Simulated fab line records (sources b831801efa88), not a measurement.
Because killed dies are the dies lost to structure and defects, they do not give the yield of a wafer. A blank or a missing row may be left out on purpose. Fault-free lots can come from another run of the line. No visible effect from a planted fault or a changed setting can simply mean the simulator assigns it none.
Which tool is to blame? | flow gf180mcu | Sampling: 13 lots, 36 wafers, 5 of 602 route steps

== WHAT THE GAUGES SHOWED, per wafer ==
GF_V5_THK_MEAS_03.
lot  | measured     | on            | V5_CVD_02_THK (nm)
L207 | day 26 23:52 | film-metro-02 | 1440 1474 1477
L209 | day 27 11:59 | film-metro-03 | 1438 1450 1469
L210 | day 28 01:22 | film-metro-04 | 1444 1433 1457
L211 | day 28 05:01 | film-metro-02 | 1442 1469 1470
L212 | day 28 11:47 | film-metro-04 | 1448 1467 1487
L214 | day 29 06:17 | film-metro-02 | 1441 1442 1441
L215 | day 29 08:53 | film-metro-04 | 1422 1452 1480
L216 | day 29 21:06 | film-metro-04 | 1424 1468 1436
L221 | day 31 01:39 | film-metro-02 | 1463 1446
L222 | day 31 13:20 | film-metro-04 | 1437 1456
L224 | day 32 06:02 | film-metro-04 | 1453 1461 1445
L225 | day 32 10:26 | film-metro-02 | 1471 1469
L229 | day 33 06:08 | film-metro-03 | 1452 1468 1485

GF_TOP_METAL_CD_MEAS_14: the cd target is 440 nm.
lot  | measured     | on        | cd-nm (nm)
L207 | day 28 17:50 | cd-sem-01 | 442.6 441.5 443.6
L209 | day 29 06:10 | cd-sem-01 | 439.8 438.8 441.9
L210 | day 29 18:16 | cd-sem-02 | 439.2 439.2 439.9
L211 | day 29 22:34 | cd-sem-01 | 440.0 438.8 439.2
L212 | day 30 03:23 | cd-sem-01 | 446.3 444.5 442.7
L214 | day 30 21:19 | cd-sem-02 | 435.8 437.0 437.6
L215 | day 31 00:10 | cd-sem-01 | 441.7 441.1 441.0
L216 | day 31 11:37 | cd-sem-02 | 441.8 439.3 440.8
L221 | day 32 14:05 | cd-sem-01 | 325.5 443.4
L222 | day 33 01:05 | cd-sem-01 | 440.4 325.7
L224 | day 33 16:08 | cd-sem-01 | 440.4 441.6 443.0
L225 | day 33 19:59 | cd-sem-01 | 322.4 439.1
L229 | day 34 15:34 | cd-sem-02 | 438.4 438.6 436.3

== EACH LOT AND THE TOOL THAT RAN IT (in order: tool; ch and the chambers of the sampled wafers; start) ==
lot  | GF_MIM_SPUTTER_02            | GF_MIM_SPUTTER_03            | GF_TOP_METAL_EXPOSE_11
L207 | pvd-sputter-02, day 25 03:40 | pvd-sputter-02, day 25 03:41 | iline-stepper-01 ch 0, day 28 08:04
L209 | pvd-sputter-04, day 25 15:52 | pvd-sputter-04, day 25 15:53 | iline-stepper-01 ch 0, day 28 20:59
L210 | pvd-sputter-01, day 26 06:46 | pvd-sputter-01, day 26 06:48 | iline-stepper-02 ch 0, day 29 08:32
L211 | pvd-sputter-04, day 26 10:28 | pvd-sputter-04, day 26 10:30 | iline-stepper-01 ch 0, day 29 13:08
L212 | pvd-sputter-01, day 26 18:04 | pvd-sputter-01, day 26 18:05 | iline-stepper-02 ch 0, day 29 19:01
L214 | pvd-sputter-01, day 27 13:08 | pvd-sputter-01, day 27 13:10 | iline-stepper-02 ch 0, day 30 12:43
L215 | pvd-sputter-04, day 27 16:08 | pvd-sputter-04, day 27 16:10 | iline-stepper-02 ch 0, day 30 15:34
L216 | pvd-sputter-01, day 28 04:59 | pvd-sputter-01, day 28 05:01 | iline-stepper-01 ch 0, day 31 02:52
L221 | pvd-sputter-04, day 29 11:54 | pvd-sputter-04, day 29 11:56 | iline-stepper-01 ch 0, day 32 05:59
L222 | pvd-sputter-01, day 29 23:18 | pvd-sputter-01, day 29 23:19 | iline-stepper-01 ch 0, day 32 17:20
L224 | pvd-sputter-02, day 30 17:22 | pvd-sputter-02, day 30 17:24 | iline-stepper-02 ch 0, day 33 08:20
L225 | pvd-sputter-04, day 30 21:43 | pvd-sputter-04, day 30 21:44 | iline-stepper-01 ch 0, day 33 13:02
L229 | pvd-sputter-02, day 31 19:54 | pvd-sputter-02, day 31 19:56 | iline-stepper-02 ch 0, day 34 07:56
- GF_MIM_SPUTTER_02: material AlCu, target thk 450 nm, time 23.9 s.
- GF_MIM_SPUTTER_03: material Ti, target thk 10 nm, time 6.7 s.
- GF_TOP_METAL_EXPOSE_11: exposes mask MetalTop, target cd 440 nm.

== AS READ BY THE TOOLS THEMSELVES (means over the sampled wafers that have a number; for cases with no such wafer, the mark the record gives instead) ==
GF_MIM_SPUTTER_02.
lot  | tool           | throttle-valve-pct (%)
L207 | pvd-sputter-02 | 29.7
L209 | pvd-sputter-04 | 29.7
L210 | pvd-sputter-01 | 29.6
L211 | pvd-sputter-04 | 29.8
L212 | pvd-sputter-01 | 29.6
L214 | pvd-sputter-01 | 29.6
L215 | pvd-sputter-04 | 30.8
L216 | pvd-sputter-01 | 29.7
L221 | pvd-sputter-04 | 30.8
L222 | pvd-sputter-01 | 29.9
L224 | pvd-sputter-02 | 30.4
L225 | pvd-sputter-04 | 30.2
L229 | pvd-sputter-02 | 30.2

GF_MIM_SPUTTER_03.
lot  | tool           | throttle-valve-pct (%)
L207 | pvd-sputter-02 | 29.5
L209 | pvd-sputter-04 | 29.7
L210 | pvd-sputter-01 | 29.8
L211 | pvd-sputter-04 | 29.8
L212 | pvd-sputter-01 | 29.8
L214 | pvd-sputter-01 | 29.7
L215 | pvd-sputter-04 | 30.7
L216 | pvd-sputter-01 | 29.7
L221 | pvd-sputter-04 | 30.8
L222 | pvd-sputter-01 | 29.9
L224 | pvd-sputter-02 | 30.5
L225 | pvd-sputter-04 | 30.4
L229 | pvd-sputter-02 | 30.0

GF_TOP_METAL_EXPOSE_11.
lot  | tool             | exposure-dose-mJ-cm2
L207 | iline-stepper-01 | 169.99
L209 | iline-stepper-01 | 169.90
L210 | iline-stepper-02 | 170.10
L211 | iline-stepper-01 | 170.07
L212 | iline-stepper-02 | 170.03
L214 | iline-stepper-02 | 169.92
L215 | iline-stepper-02 | 169.91
L216 | iline-stepper-01 | 169.95
L221 | iline-stepper-01 | 169.96
L222 | iline-stepper-01 | 170.10
L224 | iline-stepper-02 | 169.97
L225 | iline-stepper-01 | 170.04
L229 | iline-stepper-02 | 170.26

== THE ANSWER, worked out from the rows above alone ==
Rule: the usual values come from the lots themselves. Put in order of their means at a reading, lots are off if they are a third of the lots or fewer, leave a main group of 4 or more, and stand apart from it by a gap of 3 or more times the standard deviation of the main group's means; of several such gaps the widest counts. The tables above print the reading to a certain number of digits; a main group whose means all agree to those digits is not used. A lot without any number at a reading at which 4 lots or more have one is off too. Any other lot the step has rows for is counted as sound. Order of review: gauges by route order, followed by the tools' own readings, for which a lot's mean as printed above is used. At the first step where some lot is off, the reading lying furthest off is the one used; lots without a number count as furthest.
Off: L221, L222, L225 (GF_TOP_METAL_CD_MEAS_14, cd-nm). For the main group the mean is 440.4 nm and the standard deviation 2.1.
If a tool, at a process step before that reading, ran all the lots that are off and no sound lot after the first of them, it fits. Gauges at GF_TOP_METAL_CD_MEAS_14: tried the same way as those tools. One fits: GF_TOP_METAL_EXPOSE_11 on iline-stepper-01. A fault onset in the window from L216 (day 31 02:52, its last sound lot) to L221 (day 32 05:59, its first lot off) fits.

== WHAT THE SIMULATOR HAD INSERTED ==
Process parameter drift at GF_TOP_METAL_EXPOSE_11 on iline-stepper-01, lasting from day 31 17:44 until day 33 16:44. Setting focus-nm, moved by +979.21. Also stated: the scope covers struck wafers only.
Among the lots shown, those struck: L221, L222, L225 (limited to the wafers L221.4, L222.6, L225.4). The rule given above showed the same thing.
